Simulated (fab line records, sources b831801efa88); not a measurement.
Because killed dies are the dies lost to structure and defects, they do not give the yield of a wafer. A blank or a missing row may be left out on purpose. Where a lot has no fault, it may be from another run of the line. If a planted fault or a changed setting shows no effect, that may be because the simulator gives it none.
Matching of chambers || flow sky130 || rie_si-02 running SKY_FIELD_ISO_ETCH_17: 4 sister chambers
The step etches Si in HBr/Cl2/O2, target depth 342 nm, time 97.7 s. 4 wafers are shown with their chamber, then 8 later ones without.

WAFERS WITH THEIR CHAMBER
{"wafer": "L727.2", "chamber": 2, "drypump_motor_current_A (A)": 5.0}
{"wafer": "L729.5", "chamber": 1, "drypump_motor_current_A (A)": 5.4}
{"wafer": "L730.6", "chamber": 0, "drypump_motor_current_A (A)": 5.5}
{"wafer": "L734.2", "chamber": 3, "drypump_motor_current_A (A)": 5.3}

WAFERS WITHOUT THEIR CHAMBER
{"wafer": "L734.5", "drypump_motor_current_A (A)": 5.3}
{"wafer": "L734.6", "drypump_motor_current_A (A)": 5.0}
{"wafer": "L735.4", "drypump_motor_current_A (A)": 5.0}
{"wafer": "L735.5", "drypump_motor_current_A (A)": 5.4}
{"wafer": "L735.6", "drypump_motor_current_A (A)": 5.3}
{"wafer": "L736.1", "drypump_motor_current_A (A)": 5.3}
{"wafer": "L736.3", "drypump_motor_current_A (A)": 5.5}
{"wafer": "L736.6", "drypump_motor_current_A (A)": 5.2}

WHICH CHAMBER EACH WENT THROUGH
{"wafer": "L734.5", "from the rows above": 3, "in truth": 3}
{"wafer": "L734.6", "from the rows above": 2, "in truth": 2}
{"wafer": "L735.4", "from the rows above": 2, "in truth": 2}
{"wafer": "L735.5", "from the rows above": 1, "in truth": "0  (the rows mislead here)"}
{"wafer": "L735.6", "from the rows above": 3, "in truth": 3}
{"wafer": "L736.1", "from the rows above": 3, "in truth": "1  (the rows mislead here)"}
{"wafer": "L736.3", "from the rows above": 0, "in truth": 0}
{"wafer": "L736.6", "from the rows above": 3, "in truth": 3}
Placed correctly: 6 of 8. Can't be placed from these rows: 0. 2 placed wrongly.
How it was worked out, from the rows above alone: a wafer's distance from a chamber is the root of the sum, over the readings, of the square of ((its reading less the chamber's mean) divided by the reading's scatter). If the next closest chamber is less than 2 further off than the closest, the wafer can't be placed; otherwise it belongs to the closest. Each chamber's mean is taken over the wafers shown for it. The scatter (one wafer shown for each chamber): square how far every hidden wafer sits from the nearest shown wafer, average those squares and take the square root.
